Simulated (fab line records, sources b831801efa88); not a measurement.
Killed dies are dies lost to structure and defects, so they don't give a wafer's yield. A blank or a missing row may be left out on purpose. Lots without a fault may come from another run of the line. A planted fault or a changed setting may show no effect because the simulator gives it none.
Which tool did it? | flow sky130 | 14 lots, 42 wafers sampled, at 1 step of a route of 708

WHAT THE GAUGES READ, wafer by wafer
SKY_VIA4_OVL_MEAS_11.
lot  | measured     | on         | VIA4_OVL (nm)
L875 | day 42 22:05 | overlay-01 | -1.9 -1.4 -0.8
L877 | day 43 07:57 | overlay-01 | 0.6 -1.6 0.5
L878 | day 43 13:32 | overlay-02 | 2.1 2.5 1.2
L879 | day 43 22:51 | overlay-02 | -0.9 0.1 0.5
L880 | day 44 03:09 | overlay-02 | -1.7 -2.0 -1.6
L882 | day 44 20:07 | overlay-01 | 0.6 0.1 0.1
L883 | day 45 02:44 | overlay-01 | 3.3 0.8 0.7
L884 | day 45 09:29 | overlay-02 | -1.8 -1.0 -2.5
L885 | day 45 14:19 | overlay-02 | -2.1 -1.6 -0.7
L891 | day 47 06:05 | overlay-01 | 0.7 1.3 3.2
L892 | day 47 07:54 | overlay-01 | 4.3 4.1 1.8
L896 | day 48 10:53 | overlay-02 | 1.2 1.4 1.7
L897 | day 48 12:11 | overlay-01 | -0.7 -2.2 0.1
L898 | day 48 18:14 | overlay-02 | -1.7 -3.3 -2.6

WHICH TOOL RAN EACH LOT (tool, then ch and the chambers of the sampled wafers, then the start)
The record holds no process step before these readings.

WHAT THE TOOLS THEMSELVES READ (means of the sampled wafers that have a number; where no wafer has one, the mark that the record gives instead)
The record holds no such reading with a usual standard deviation.

THE ANSWER, worked out from the rows above alone
Rule: what is usual is taken from the lots themselves. Put in order of their means at a reading, lots are off if they are a third of the lots or fewer, leave a main group of 4 or more, and stand apart from it by a gap of 3 or more times the standard deviation of the main group's means; of several such gaps the widest counts. A main group whose means are all the same, to the digits that the tables above print for the reading, isn't used. A lot without any number at a reading at which 4 lots or more have one is off too. The other lots that the step has rows for count as sound. The gauges are gone through in route order, then the tools' own readings, and for those a lot's mean is taken as printed above. The first step at which some lot is off is used, and at that step the reading that is off furthest; a lot without a number counts as furthest.
No lot is off at any reading shown: from this, nothing can be told.

WHAT THE SIMULATOR HAD PUT IN
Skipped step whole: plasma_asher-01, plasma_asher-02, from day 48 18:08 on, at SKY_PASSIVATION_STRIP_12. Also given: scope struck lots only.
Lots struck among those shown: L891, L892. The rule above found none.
